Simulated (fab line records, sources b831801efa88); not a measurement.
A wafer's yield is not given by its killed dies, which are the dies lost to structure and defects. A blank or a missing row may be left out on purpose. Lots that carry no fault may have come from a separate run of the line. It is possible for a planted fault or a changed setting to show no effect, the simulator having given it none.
Problem report in the 8D (eight disciplines) form, filled by code | flow sky130 | the parts of the form that need people (team, actions taken, sign-off) are left out

== 1. PROBLEM STATEMENT ==
Wafers without a fault read 99.99 W, standard deviation 0.28; bias-w at SKY_POLY_GATE_ETCH_15 reads a mean of 96.72 W on 6 wafers belonging to 2 lots. Relative to the usual mean, that is a shift of -12 standard deviations.
The step: etches BARC in N2/H2, stops on SiO2, time 118.5 s, target depth 110 nm.
First seen on wafer L539.3, day 21 05:40, on rie-diel-03. The record has a number at this step for 36 wafers belonging to 12 lots. Rule for "out", or "out of limits": more than 4 standard deviations from the usual mean. Any other wafer with a number is counted as sound.

== 2. WHAT IT IS; WHAT IT IS NOT ==
question                    | is                     | is not
which readings at this step | bias-w                 | drypump-motor-current-A, throttle-valve-pct
which lots                  | L539, L540             | L527, L528, L529, L531, L533, L535, L536, L537, L548, L549
which wafers of those lots  | all that have a number | -
read on which tools         | rie-diel-03            | rie-diel-01, rie-diel-02
when                        | from day 21 05:40      | up to then (24 sound wafers); but 6 sound wafers of L548, L549 came after

== 3. THE SUSPECTS, EACH WITH WHAT RULES IT OUT ==
Counting: a tool at a process step up to the reading stays a suspect if it ran every lot that is out and no sound lot after the first of them.
- rie-diel-03 at SKY_POLY_GATE_ETCH_15 (etches BARC in N2/H2, stops on SiO2, time 118.5 s, target depth 110 nm): ruled out as a lasting fault. Following L539 (day 21 05:40), the first lot on it that is out, the sound lots L549 were run on it.
Left after counting: nothing in the record.

== 4. THE CAUSE (what the simulator had put in) ==
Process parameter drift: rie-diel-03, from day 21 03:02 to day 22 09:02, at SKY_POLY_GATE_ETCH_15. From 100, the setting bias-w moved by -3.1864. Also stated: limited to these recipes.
Counting ruled it out, wrongly.

== 5. THE EFFECT CHAIN, in route order ==
Rows list readings where the struck wafers' mean (over those with a number) sits beyond 3 standard deviations from the usual. Only readings for which the record gives a usual standard deviation are gone through. hours: the time from each lot's start at the first step in this table that gives one to its start at this step, as a median over the lots. sigmas: the change in usual standard deviations.
hours | step                  | reading | usual   | on struck wafers | change | sigmas
0     | SKY_POLY_GATE_ETCH_15 | bias-w  | 99.99 W | 96.72            | -3.27  | -12
Process steps it contains:
- SKY_POLY_GATE_ETCH_15: etches BARC in N2/H2, stops on SiO2, time 118.5 s, target depth 110 nm.
At these later measuring or inspecting steps, every struck wafer for which the step has a row has a number for every such reading, and none has moved that far: SKY_LDD_N_TW_MEAS_17, SKY_POLY_CUT_OVL_MEAS_09.

== 6. HOW IT WOULD HAVE BEEN CAUGHT EARLIER ==
The fault began at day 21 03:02; the first out-of-limits reading in this record came at day 21 05:40, 3 hours later.
